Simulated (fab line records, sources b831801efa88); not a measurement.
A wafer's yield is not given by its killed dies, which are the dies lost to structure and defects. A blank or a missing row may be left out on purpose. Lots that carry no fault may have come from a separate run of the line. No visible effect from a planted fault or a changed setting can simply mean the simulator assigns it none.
fab line records	flow sky130
record: lots: 13	wafers: 39	last-day: 50
route steps=708 shown VT_ADJUST_NCORE@129 VT_ADJUST_HVTR@138 SONOS_ONO@181 POLY_GATE@226 PAD_OPEN@708
lots that met no fault: from a run of the same line without faults
start-h: hours from the record's first day to the start of the lot's first wafer shown	wait-h: hours since the lot's step before	" unchanged from the row above	L1.1+2: one row covering several wafers at once	- no value, or no start given	* or withheld: withheld	< > ~ a bound
route shown NAME@n: a module of which the file shows steps, and the number in the route of the first	usual: mean and standard deviation over wafers with no fault	same: alike in all rows	chamber/n: place in a boat	sites: the reading at each site	_std_site: how widely they spread, as a standard deviation	_edge_site: the outer-site mean with the inner-site mean subtracted	radius-mm: how far each site lies from the wafer's centre	mask NAME#n: copy n	behind: the last tool/chamber to shape the wafer	hold: what put the lot on hold/how long, in hours/how the hold closed	device: the transistor (n, p or np) that didn't switch	end of line: the tests these same wafers got at the end of their route	a step without rows: its recipe alone	killed: count of dies lost to structure and defects at first sort (not the wafer's yield)	map: shows each die of a wafer: x if killed, . if not, _ if none is there
set.NAME: setting as actually run; set.NAME@STEP: the setting as run at that earlier step	model.NAME: the simulator's own value behind a step, which no gauge read
the route's steps for a sample of lots (tables are steps, rows are wafers)
services: the hour from which a tool's chamber was out of use, counted from the record's first day as start-h (under 0 if before that day), plus the number of hours and why
== steps ==
step: SKY_VT_ADJUST_NCORE_STRIP_10
recipe: chemistry: O2/N2	power-w: 1400	pressure-mtorr: 1500	platen-temp-c: withheld	o2-flow-sccm: 3000	n2-flow-sccm: 300	overash-fraction: 0.5
usual: drypump-motor-current-A: 6.0/0.49	o2-flow-sccm: 3000/9.1	oes-product-au: 0.715/0.0045	strip-time-to-endpoint-s: 14.17/0.044
lot.wafer	tool	chamber	start-h	wait-h	drypump-motor-current-A	o2-flow-sccm	oes-product-au	rf-hours-counter-h	strip-time-to-endpoint-s
L454.1	plasma-asher-03	0	184.54	0.1	5.3	3015	0.719	39	14.27
L454.3	"	0	"	"	5.2	3004	0.711	-	14.21
L454.6	"	0	"	"	5.2	3009	0.711	-	14.29
L456.1	plasma-asher-04	1	201.75	0.1	6.7	2998	0.716	52	14.14
L456.2	"	0	"	"	6.2	2992	0.714	52	14.15
L456.3	"	1	"	"	6.7	2994	0.715	-	14.18
L457.2	plasma-asher-03	0	206.79	0.1	5.2	2988	0.709	41	14.08
L457.3	"	0	"	"	5.2	2986	0.715	-	14.08
L457.6	"	0	"	"	5.2	2982	0.717	-	14.07
L458.3	plasma-asher-01	0	212.23	0.1	5.5	2989	0.716	-	14.16
L458.4	"	1	"	"	6.1	2986	0.708	-	14.18
L458.6	"	1	"	"	6.1	3003	0.721	-	14.16
L461.3	plasma-asher-04	1	236.77	0.1	6.7	3006	0.721	-	14.20
L461.5	"	1	"	"	6.7	3003	0.715	-	14.19
L461.6	"	0	"	"	6.2	3008	0.711	-	14.23
L462.2	plasma-asher-04	1	239.14	0.1	6.7	3013	0.706	56	14.14
L462.5	"	1	"	"	6.7	2986	0.725	-	14.12
L462.6	"	0	"	"	6.2	2984	0.718	-	14.11
L466.4	plasma-asher-04	1	263.53	0.1	6.7	3004	0.720	-	14.17
L466.5	"	0	"	"	6.2	3022	0.712	-	14.13
L466.6	"	1	"	"	6.7	3003	0.720	-	14.16
L467.3	plasma-asher-04	0	270.98	0.1	6.2	3011	0.720	-	14.19
L467.5	"	1	"	"	6.7	3005	0.721	-	14.19
L467.6	"	0	"	"	6.2	2998	0.710	-	14.20
L468.1	plasma-asher-01	1	279.44	0.1	6.1	3009	0.715	16	14.12
L468.2	"	0	"	"	5.5	2996	0.710	16	14.10
L468.6	"	0	"	"	5.5	3000	0.711	-	14.11
L470.1	plasma-asher-01	0	299.84	0.1	5.5	3010	0.718	18	14.15
L470.4	"	0	"	"	5.5	3001	0.713	-	14.15
L470.6	"	0	"	"	5.5	2996	0.724	-	14.19
L475.3	plasma-asher-03	1	328.97	0.1	6.3	2998	0.717	-	14.21
L475.4	"	0	"	"	5.2	2993	0.708	-	14.17
L475.6	"	0	"	"	5.2	3001	0.713	-	14.24
L476.2	plasma-asher-03	0	343.14	0.1	5.2	2990	0.716	54	14.12
L476.3	"	0	"	"	5.2	2995	0.714	-	14.10
L476.5	"	1	"	"	6.3	3011	0.718	-	14.16
L477.1	plasma-asher-01	0	347.24	0.1	5.5	3006	0.709	23	14.18
L477.2	"	1	"	"	6.0	2999	0.720	23	14.18
L477.3	"	1	"	"	6.1	2995	0.709	-	14.18
step: SKY_VT_ADJUST_HVTR_CD_MEAS_07
recipe: target-cd-nm: 380
usual: cd-nm: 378.9/2.3
lot.wafer	tool	chamber	start-h	wait-h	cd-nm
L454.1	cd-sem-01	-	205.59	0.1	381.1
L454.3	"	-	"	"	383.2
L454.6	"	-	"	"	383.6
L456.1	cd-sem-01	-	221.94	0.1	378.8
L456.2	"	-	"	"	380.2
L456.3	"	-	"	"	381.8
L457.2	cd-sem-02	-	227.86	0.1	381.9
L457.3	"	-	"	"	379.4
L457.6	"	-	"	"	381.8
L458.3	cd-sem-02	-	232.87	0.1	379.8
L458.4	"	-	"	"	379.1
L458.6	"	-	"	"	378.9
L461.3	cd-sem-02	-	259.97	0.1	377.9
L461.5	"	-	"	"	380.1
L461.6	"	-	"	"	377.8
L462.2	cd-sem-02	-	262.25	0.1	375.6
L462.5	"	-	"	"	377.5
L462.6	"	-	"	"	378.4
L466.4	cd-sem-02	-	288.60	0.1	381.1
L466.5	"	-	"	"	381.3
L466.6	"	-	"	"	383.3
L467.3	cd-sem-01	-	295.73	0.1	373.9
L467.5	"	-	"	"	372.1
L467.6	"	-	"	"	376.5
L468.1	cd-sem-02	-	304.68	0.1	379.4
L468.2	"	-	"	"	375.7
L468.6	"	-	"	"	380.3
L470.1	cd-sem-02	-	325.08	0.1	381.1
L470.4	"	-	"	"	381.0
L470.6	"	-	"	"	383.0
L475.3	cd-sem-01	-	355.52	0.1	380.2
L475.4	"	-	"	"	380.8
L475.6	"	-	"	"	380.4
L476.2	cd-sem-02	-	370.70	0.1	377.5
L476.3	"	-	"	"	378.2
L476.5	"	-	"	"	377.0
L477.1	cd-sem-01	-	374.89	0.1	377.0
L477.2	"	-	"	"	379.7
L477.3	"	-	"	"	378.5
step: SKY_SONOS_ONO_CD_MEAS_13
recipe: target-cd-nm: 410
usual: cd-nm: 409.7/2.3
lot.wafer	tool	chamber	start-h	wait-h	cd-nm
L454.1	cd-sem-01	-	284.69	0.1	410.1
L454.3	"	-	"	"	411.0
L454.6	"	-	"	"	411.5
L456.1	cd-sem-02	-	297.88	0.1	413.3
L456.2	"	-	"	"	413.9
L456.3	"	-	"	"	412.4
L457.2	cd-sem-01	-	305.35	0.1	409.1
L457.3	"	-	"	"	412.1
L457.6	"	-	"	"	409.5
L458.3	cd-sem-01	-	310.68	0.1	411.5
L458.4	"	-	"	"	408.1
L458.6	"	-	"	"	413.6
L461.3	cd-sem-02	-	341.33	0.1	411.3
L461.5	"	-	"	"	408.6
L461.6	"	-	"	"	408.9
L462.2	cd-sem-02	-	345.91	0.1	410.2
L462.5	"	-	"	"	408.5
L462.6	"	-	"	"	409.1
L466.4	cd-sem-01	-	376.20	0.1	409.4
L466.5	"	-	"	"	410.0
L466.6	"	-	"	"	408.5
L467.3	cd-sem-01	-	381.88	0.1	409.2
L467.5	"	-	"	"	409.4
L467.6	"	-	"	"	409.3
L468.1	cd-sem-01	-	393.79	0.1	411.2
L468.2	"	-	"	"	411.4
L468.6	"	-	"	"	411.2
L470.1	cd-sem-01	-	416.14	0.1	411.3
L470.4	"	-	"	"	411.0
L470.6	"	-	"	"	412.6
L475.3	cd-sem-02	-	453.13	0.1	409.2
L475.4	"	-	"	"	409.7
L475.6	"	-	"	"	410.2
L476.2	cd-sem-02	-	466.65	0.1	409.8
L476.3	"	-	"	"	407.6
L476.5	"	-	"	"	408.1
L477.1	cd-sem-02	-	471.69	0.1	405.5
L477.2	"	-	"	"	407.0
L477.3	"	-	"	"	406.7
step: SKY_POLY_GATE_DEVELOP_12
recipe: develop-time-s: 60	resist: KrF-thick	dev-temp-c: 21
usual: developer-temp-C: 20.98/0.1
lot.wafer	tool	chamber	start-h	wait-h	developer-temp-C
L454.1	litho-track-01	0	374	-	21.05
L454.3	"	0	"	"	20.94
L454.6	"	0	"	"	21.13
L456.1	litho-track-01	0	389	-	20.89
L456.2	"	0	"	"	21.01
L456.3	"	0	"	"	21.12
L457.2	litho-track-03	0	398	-	21.06
L457.3	"	0	"	"	20.87
L457.6	"	0	"	"	21.03
L458.3	litho-track-01	0	404	-	20.94
L458.4	"	0	"	"	20.92
L458.6	"	0	"	"	20.87
L461.3	litho-track-01	0	451	-	20.84
L461.5	"	0	"	"	20.86
L461.6	"	0	"	"	20.85
L462.2	litho-track-03	0	451	-	20.85
L462.5	"	0	"	"	21.06
L462.6	"	0	"	"	21.10
L466.4	litho-track-01	0	474	-	20.96
L466.5	"	0	"	"	21.00
L466.6	"	0	"	"	21.10
L467.3	litho-track-01	0	481	-	18.63
L467.5	"	0	482	-	18.81
L467.6	"	0	"	"	18.80
L468.1	litho-track-01	0	494	-	18.83
L468.2	"	0	"	"	18.89
L468.6	"	0	"	"	18.79
L470.1	litho-track-04	0	516	-	20.89
L470.4	"	0	"	"	20.85
L470.6	"	0	"	"	20.87
L475.3	litho-track-03	0	551	-	20.98
L475.4	"	0	"	"	20.90
L475.6	"	0	"	"	21.10
L476.2	litho-track-04	0	565	-	21.05
L476.3	"	0	"	"	20.88
L476.5	"	0	"	"	20.97
L477.1	litho-track-04	0	568	-	21.06
L477.2	"	0	"	"	21.02
L477.3	"	0	"	"	21.04
step: SKY_PAD_OPEN_PROBE_99
usual: killed_at_M0_to_M3: 43/7.7	killed_at_M4_up: 2.9/1.7	killed-at-contacts: 24/5.5	killed-at-front-end: 15/4	killed-at-other: 0.4/0.66	killed-dies: 86/9.4	killed-open: 47/6.7	killed-short: 38/6.2
same: gross-dies: 492	killed-at-back-side: 0
lot.wafer	tool	chamber	start-h	wait-h	killed_at_M0_to_M3	killed_at_M4_up	killed-at-contacts	killed-at-front-end	killed-at-other	killed-dies	killed-open	killed-short
L454.1	prober-02	-	1074.31	0.1	46	1	16	20	1	84	39	44
L454.3	prober-02	-	1074.41	0.2	53	2	16	19	1	91	50	41
L454.6	prober-02	-	1074.56	0.2	47	4	16	19	1	87	48	35
L456.1	prober-02	-	1092.95	0.1	61	3	24	16	0	104	61	43
L456.2	prober-02	-	1093.00	0.1	39	3	15	16	0	73	36	36
L456.3	prober-02	-	1093.05	0.2	46	3	23	14	0	86	45	41
L457.2	prober-01	-	1094.50	0.1	47	1	14	21	0	83	50	33
L457.3	prober-01	-	1094.55	0.2	38	4	24	15	0	81	38	43
L457.6	prober-01	-	1094.70	0.2	38	5	24	12	0	79	45	34
L458.3	prober-02	-	1096.25	0.2	38	2	28	23	0	91	45	46
L458.4	prober-02	-	1096.30	0.2	48	3	21	18	0	90	45	44
L458.6	prober-02	-	1096.40	0.2	27	3	32	14	1	77	34	43
L461.3	prober-01	-	1130.55	0.2	38	2	33	14	2	89	49	38
L461.5	prober-01	-	1130.65	0.2	45	2	25	14	1	87	38	44
L461.6	prober-01	-	1130.70	0.2	42	2	19	15	2	80	41	37
L462.2	prober-02	-	1131.30	0.1	41	7	29	19	0	96	56	39
L462.5	prober-02	-	1131.45	0.2	58	1	32	15	1	107	59	48
L462.6	prober-02	-	1131.50	0.2	36	2	25	19	0	82	48	33
L466.4	prober-02	-	1144.96	0.2	43	3	23	25	1	95	53	42
L466.5	prober-02	-	1145.01	0.2	43	8	22	18	0	91	46	44
L466.6	prober-02	-	1145.06	0.2	52	2	28	18	0	100	57	43
L467.3	prober-01	-	1150.52	0.2	42	3	27	11	0	83	44	39
L467.5	prober-01	-	1150.62	0.2	46	1	23	13	2	85	54	31
L467.6	prober-01	-	1150.67	0.2	56	8	21	9	1	95	48	47
L468.1	prober-02	-	1157.97	0.1	41	4	15	13	0	73	40	33
L468.2	prober-02	-	1158.02	0.1	43	2	27	21	0	93	47	46
L468.6	prober-02	-	1158.22	0.2	31	0	24	17	0	72	39	33
L470.1	prober-02	-	1169.61	0.1	36	3	32	15	0	86	51	34
L470.4	prober-02	-	1169.76	0.2	42	5	18	17	0	82	45	36
L470.6	prober-02	-	1169.86	0.2	44	2	34	20	0	100	67	33
L475.3	prober-01	-	1188.56	0.2	39	4	38	15	0	96	53	43
L475.4	prober-01	-	1188.61	0.2	38	3	18	10	1	70	33	37
L475.6	prober-01	-	1188.71	0.2	38	1	24	13	0	76	41	35
L476.2	prober-02	-	1199.41	0.1	45	2	20	16	0	83	53	30
L476.3	prober-02	-	1199.46	0.2	37	1	25	15	0	78	45	33
L476.5	prober-02	-	1199.56	0.2	51	4	31	6	0	92	52	40
L477.1	prober-01	-	1200.26	0.1	36	1	21	15	0	73	41	32
L477.2	prober-01	-	1200.31	0.1	49	3	25	13	0	90	53	37
L477.3	prober-01	-	1200.36	0.2	40	3	24	14	0	81	46	35
killed by level:class
L454.1 VIA1:geometric-particle:open=10 VIA1:geometric-particle:short=8 VIA2:geometric-particle:open=8 METAL1:geometric-particle:short=7 LOCAL_INTERCONNECT:geometric-particle:short=5 POLY_GATE:geometric-particle:open=4 POLY_GATE:geometric-particle:short=4 CONTACT:geometric-particle:open=4
L454.3 VIA1:geometric-particle:open=14 VIA1:geometric-particle:short=8 METAL3:geometric-particle:short=8 FIELD_ISO:geometric-particle:open=6 VIA2:geometric-particle:open=6 VIA3:geometric-particle:open=5 LI_CONTACT:geometric-particle:open=5 CONTACT:geometric-particle:open=5
L454.6 VIA1:geometric-particle:open=12 VIA2:geometric-particle:open=7 CONTACT:geometric-particle:open=7 VIA3:geometric-particle:open=6 SPACER:geometric-particle:open=5 LI_CONTACT:geometric-particle:open=5 METAL1:geometric-particle:short=5 METAL2:geometric-particle:short=4
L456.1 VIA1:geometric-particle:open=14 VIA3:geometric-particle:open=12 VIA2:geometric-particle:open=10 METAL1:geometric-particle:short=9 CONTACT:geometric-particle:open=8 LI_CONTACT:geometric-particle:open=7 VIA1:geometric-particle:short=6 METAL2:geometric-particle:short=6
L456.2 VIA1:geometric-particle:open=9 VIA1:geometric-particle:short=6 POLY_GATE:geometric-particle:open=5 CONTACT:geometric-particle:open=5 VIA3:geometric-particle:open=5 METAL2:geometric-particle:short=4 METAL3:geometric-particle:short=4 FIELD_ISO:geometric-particle:short=3
L456.3 VIA3:geometric-particle:open=11 CONTACT:geometric-particle:open=8 VIA1:geometric-particle:open=8 CONTACT:geometric-particle:short=6 METAL2:geometric-particle:short=6 FIELD_ISO:geometric-particle:open=4 FIELD_ISO:geometric-particle:short=4 LI_CONTACT:geometric-particle:open=4
L457.2 VIA3:geometric-particle:open=9 VIA1:geometric-particle:open=8 METAL2:geometric-particle:short=7 FIELD_ISO:geometric-particle:short=6 FIELD_ISO:geometric-particle:open=6 LI_CONTACT:geometric-particle:open=6 CONTACT:geometric-particle:open=5 METAL1:geometric-particle:open=5
L457.3 CONTACT:geometric-particle:open=9 VIA1:geometric-particle:open=8 LOCAL_INTERCONNECT:geometric-particle:short=7 FIELD_ISO:geometric-particle:open=6 FIELD_ISO:geometric-particle:short=6 VIA3:geometric-particle:open=6 METAL1:geometric-particle:short=5 METAL2:geometric-particle:short=5
L457.6 LI_CONTACT:geometric-particle:open=10 VIA2:geometric-particle:open=8 VIA3:geometric-particle:open=7 CONTACT:geometric-particle:open=6 VIA3:geometric-particle:short=5 VIA1:geometric-particle:open=5 FIELD_ISO:geometric-particle:short=4 CONTACT:geometric-particle:short=4
L458.3 FIELD_ISO:geometric-particle:open=10 METAL2:geometric-particle:short=8 LI_CONTACT:geometric-particle:short=8 LI_CONTACT:geometric-particle:open=7 FIELD_ISO:geometric-particle:short=6 CONTACT:geometric-particle:open=6 LOCAL_INTERCONNECT:geometric-particle:short=5 VIA3:geometric-particle:short=5
L458.4 VIA1:geometric-particle:open=10 VIA2:geometric-particle:open=8 CONTACT:geometric-particle:open=7 VIA1:geometric-particle:short=6 FIELD_ISO:geometric-particle:open=5 LI_CONTACT:geometric-particle:open=5 METAL1:geometric-particle:short=5 METAL2:geometric-particle:short=5
L458.6 LOCAL_INTERCONNECT:geometric-particle:short=10 CONTACT:geometric-particle:open=9 VIA3:geometric-particle:open=9 FIELD_ISO:geometric-particle:short=7 LI_CONTACT:geometric-particle:open=5 CONTACT:geometric-particle:short=4 METAL2:geometric-particle:short=4 FIELD_ISO:geometric-particle:open=3
L461.3 CONTACT:geometric-particle:open=13 CONTACT:geometric-particle:short=9 VIA3:geometric-particle:open=9 METAL2:geometric-particle:short=7 LI_CONTACT:geometric-particle:open=6 VIA2:geometric-particle:open=6 METAL1:geometric-particle:short=5 VIA1:geometric-particle:open=4
L461.5 CONTACT:geometric-particle:open=8 VIA1:geometric-particle:open=8 VIA3:geometric-particle:open=7 METAL2:geometric-particle:short=6 CONTACT:geometric-particle:short=5 METAL1:geometric-particle:short=5 VIA1:geometric-particle:short=5 FIELD_ISO:geometric-particle:open=4
L461.6 CONTACT:geometric-particle:open=9 VIA1:geometric-particle:open=8 VIA1:geometric-particle:short=6 METAL2:geometric-particle:short=6 FIELD_ISO:geometric-particle:short=5 VIA2:geometric-particle:open=5 VIA3:geometric-particle:open=5 VIA3:geometric-particle:short=4
L462.2 VIA1:geometric-particle:open=12 LI_CONTACT:geometric-particle:open=10 CONTACT:geometric-particle:open=8 FIELD_ISO:geometric-particle:open=6 VIA2:geometric-particle:open=6 CONTACT:geometric-particle:short=6 VIA3:geometric-particle:open=6 POLY_GATE:geometric-particle:short=5
L462.5 VIA1:geometric-particle:open=16 VIA3:geometric-particle:open=12 CONTACT:geometric-particle:open=11 LI_CONTACT:geometric-particle:open=10 CONTACT:geometric-particle:short=7 VIA3:geometric-particle:short=6 VIA1:geometric-particle:short=6 METAL2:geometric-particle:short=5
L462.6 LI_CONTACT:geometric-particle:open=10 CONTACT:geometric-particle:open=9 POLY_GATE:geometric-particle:open=7 VIA1:geometric-particle:open=7 METAL1:geometric-particle:short=6 VIA3:geometric-particle:open=6 POLY_GATE:geometric-particle:short=4 METAL2:geometric-particle:short=4
L466.4 VIA1:geometric-particle:open=13 CONTACT:geometric-particle:open=8 POLY_GATE:geometric-particle:open=7 CONTACT:geometric-particle:short=7 FIELD_ISO:geometric-particle:short=6 VIA2:geometric-particle:open=5 VIA1:geometric-particle:short=5 FIELD_ISO:geometric-particle:open=4
L466.5 VIA1:geometric-particle:open=9 VIA3:geometric-particle:open=8 CONTACT:geometric-particle:open=8 FIELD_ISO:geometric-particle:short=6 POLY_GATE:geometric-particle:short=6 METAL4:geometric-particle:short=6 POLY_GATE:geometric-particle:open=5 LI_CONTACT:geometric-particle:open=5
L466.6 VIA1:geometric-particle:open=15 VIA2:geometric-particle:open=10 LI_CONTACT:geometric-particle:open=9 CONTACT:geometric-particle:open=9 CONTACT:geometric-particle:short=6 VIA3:geometric-particle:open=6 POLY_GATE:geometric-particle:short=5 FIELD_ISO:geometric-particle:short=4
L467.3 CONTACT:geometric-particle:open=15 VIA3:geometric-particle:open=8 METAL2:geometric-particle:short=7 VIA1:geometric-particle:open=6 LI_CONTACT:geometric-particle:open=5 CONTACT:geometric-particle:short=5 FIELD_ISO:geometric-particle:short=4 METAL1:geometric-particle:short=4
L467.5 VIA3:geometric-particle:open=11 VIA1:geometric-particle:open=10 LI_CONTACT:geometric-particle:open=9 CONTACT:geometric-particle:open=8 VIA1:geometric-particle:short=8 VIA2:geometric-particle:open=7 FIELD_ISO:geometric-particle:short=3 POLY_GATE:geometric-particle:short=3
L467.6 VIA1:geometric-particle:open=11 VIA1:geometric-particle:short=9 LI_CONTACT:geometric-particle:open=8 METAL2:geometric-particle:short=7 CONTACT:geometric-particle:open=7 VIA3:geometric-particle:open=7 METAL4:geometric-particle:short=6 VIA2:geometric-particle:open=5
L468.1 VIA2:geometric-particle:open=9 VIA3:geometric-particle:open=7 METAL1:geometric-particle:short=5 POLY_GATE:geometric-particle:open=4 POLY_GATE:geometric-particle:short=4 LI_CONTACT:geometric-particle:open=4 LOCAL_INTERCONNECT:geometric-particle:short=4 VIA1:geometric-particle:short=4
L468.2 CONTACT:geometric-particle:open=8 VIA3:geometric-particle:open=8 LOCAL_INTERCONNECT:geometric-particle:short=7 VIA2:geometric-particle:open=7 METAL2:geometric-particle:short=7 POLY_GATE:geometric-particle:open=6 LI_CONTACT:geometric-particle:open=6 METAL1:geometric-particle:short=6
L468.6 CONTACT:geometric-particle:open=7 VIA2:geometric-particle:open=7 LOCAL_INTERCONNECT:geometric-particle:short=6 METAL2:geometric-particle:short=6 VIA1:geometric-particle:open=6 FIELD_ISO:geometric-particle:open=5 LI_CONTACT:geometric-particle:open=5 CONTACT:geometric-particle:short=5
L470.1 CONTACT:geometric-particle:open=10 LI_CONTACT:geometric-particle:open=9 VIA1:geometric-particle:open=9 VIA2:geometric-particle:open=8 LI_CONTACT:geometric-particle:short=7 METAL2:geometric-particle:short=5 FIELD_ISO:geometric-particle:short=4 FIELD_ISO:geometric-particle:open=4
L470.4 VIA1:geometric-particle:open=10 LI_CONTACT:geometric-particle:open=6 METAL1:geometric-particle:short=5 CONTACT:geometric-particle:open=5 VIA3:geometric-particle:open=5 FIELD_ISO:geometric-particle:open=4 FIELD_ISO:geometric-particle:short=4 POLY_GATE:geometric-particle:open=4
L470.6 CONTACT:geometric-particle:open=19 VIA1:geometric-particle:open=11 FIELD_ISO:geometric-particle:open=8 VIA2:geometric-particle:open=7 VIA3:geometric-particle:open=6 FIELD_ISO:geometric-particle:short=5 LI_CONTACT:geometric-particle:open=5 CONTACT:geometric-particle:short=5
L475.3 CONTACT:geometric-particle:open=12 LI_CONTACT:geometric-particle:open=10 VIA1:geometric-particle:open=9 FIELD_ISO:geometric-particle:open=6 VIA2:geometric-particle:open=6 CONTACT:geometric-particle:short=6 LI_CONTACT:geometric-particle:short=5 METAL2:geometric-particle:short=5
L475.4 METAL1:geometric-particle:short=6 CONTACT:geometric-particle:short=6 CONTACT:geometric-particle:open=6 VIA2:geometric-particle:open=6 VIA1:geometric-particle:open=5 VIA1:geometric-particle:short=5 VIA3:geometric-particle:open=5 LI_CONTACT:geometric-particle:open=4
L475.6 LI_CONTACT:geometric-particle:open=12 VIA2:geometric-particle:open=7 CONTACT:geometric-particle:open=6 VIA3:geometric-particle:open=6 METAL1:geometric-particle:short=5 VIA1:geometric-particle:open=5 VIA1:geometric-particle:short=5 POLY_GATE:geometric-particle:short=4
L476.2 VIA1:geometric-particle:open=14 VIA3:geometric-particle:open=10 FIELD_ISO:geometric-particle:open=7 LOCAL_INTERCONNECT:geometric-particle:short=6 CONTACT:geometric-particle:open=6 LI_CONTACT:geometric-particle:open=5 VIA2:geometric-particle:open=5 POLY_GATE:geometric-particle:open=4
L476.3 LI_CONTACT:geometric-particle:open=9 VIA1:geometric-particle:open=9 CONTACT:geometric-particle:open=7 VIA1:geometric-particle:short=7 VIA2:geometric-particle:open=6 POLY_GATE:geometric-particle:open=4 VIA3:geometric-particle:short=4 FIELD_ISO:geometric-particle:open=3
L476.5 VIA1:geometric-particle:open=12 CONTACT:geometric-particle:open=10 LI_CONTACT:geometric-particle:open=9 METAL2:geometric-particle:short=7 VIA2:geometric-particle:open=6 VIA1:geometric-particle:short=5 VIA3:geometric-particle:short=5 LOCAL_INTERCONNECT:geometric-particle:short=4
L477.1 VIA1:geometric-particle:open=8 CONTACT:geometric-particle:open=7 METAL1:geometric-particle:short=6 VIA2:geometric-particle:open=6 LI_CONTACT:geometric-particle:open=5 FIELD_ISO:geometric-particle:open=4 FIELD_ISO:geometric-particle:short=4 VIA3:geometric-particle:open=4
L477.2 VIA1:geometric-particle:open=12 CONTACT:geometric-particle:open=9 VIA3:geometric-particle:open=9 CONTACT:geometric-particle:short=7 LI_CONTACT:geometric-particle:open=6 METAL1:geometric-particle:short=5 METAL2:geometric-particle:short=5 VIA2:geometric-particle:short=5
L477.3 LI_CONTACT:geometric-particle:open=12 VIA3:geometric-particle:open=9 VIA2:geometric-particle:open=8 CONTACT:geometric-particle:short=5 VIA1:geometric-particle:open=5 FIELD_ISO:geometric-particle:short=4 CONTACT:geometric-particle:open=4 VIA3:geometric-particle:short=4
== services ==
tool	chamber	start-h	hours	kind
plasma-asher-03	-	179.08	1.6	repair
plasma-asher-04	-	219.28	1.8	repair
plasma-asher-04	-	258.83	0.8	repair
litho-track-04	-	265.45	-	consumable-replace:filter
plasma-asher-03	-	285.98	6.6	repair
plasma-asher-03	-	352.82	8.9	repair
plasma-asher-03	-	364.48	7.3	repair
plasma-asher-04	-	384.16	4.2	repair
plasma-asher-01	-	458.78	8.1	repair
plasma-asher-03	-	475.92	3.0	repair
plasma-asher-03	-	492.63	7.9	repair
== key ==
first-sign: step: SKY_POLY_GATE_DEVELOP_12	reading: developer-temp-C	direction: down	sigmas: 21	usual: *	struck: *
effect none on later readings
met-at SKY_POLY_GATE_DEVELOP_12
struck-lots L467,L468
tester-left-out L467,L468
not-acting-at SKY_VT_ADJUST_NCORE_STRIP_10,SKY_VT_ADJUST_HVTR_CD_MEAS_07,SKY_SONOS_ONO_CD_MEAS_13
onset-between 474 481
fault: kind: process-parameter-drift	tool: litho-track-01	chamber: -	onset-h: 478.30	steps: SKY_POLY_GATE_DEVELOP_12	channel: dev-temp-c	offset: *	shape: step	end-h: 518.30	acts-in: *	stated: *
tester-left-out: of these lots the tester's yield and bins aren't shown, on N5 and GAA mostly nor the transistor test; their killed dies are dies lost to structure and defects alone, not to doping, threshold or leakage, so they don't give the yield
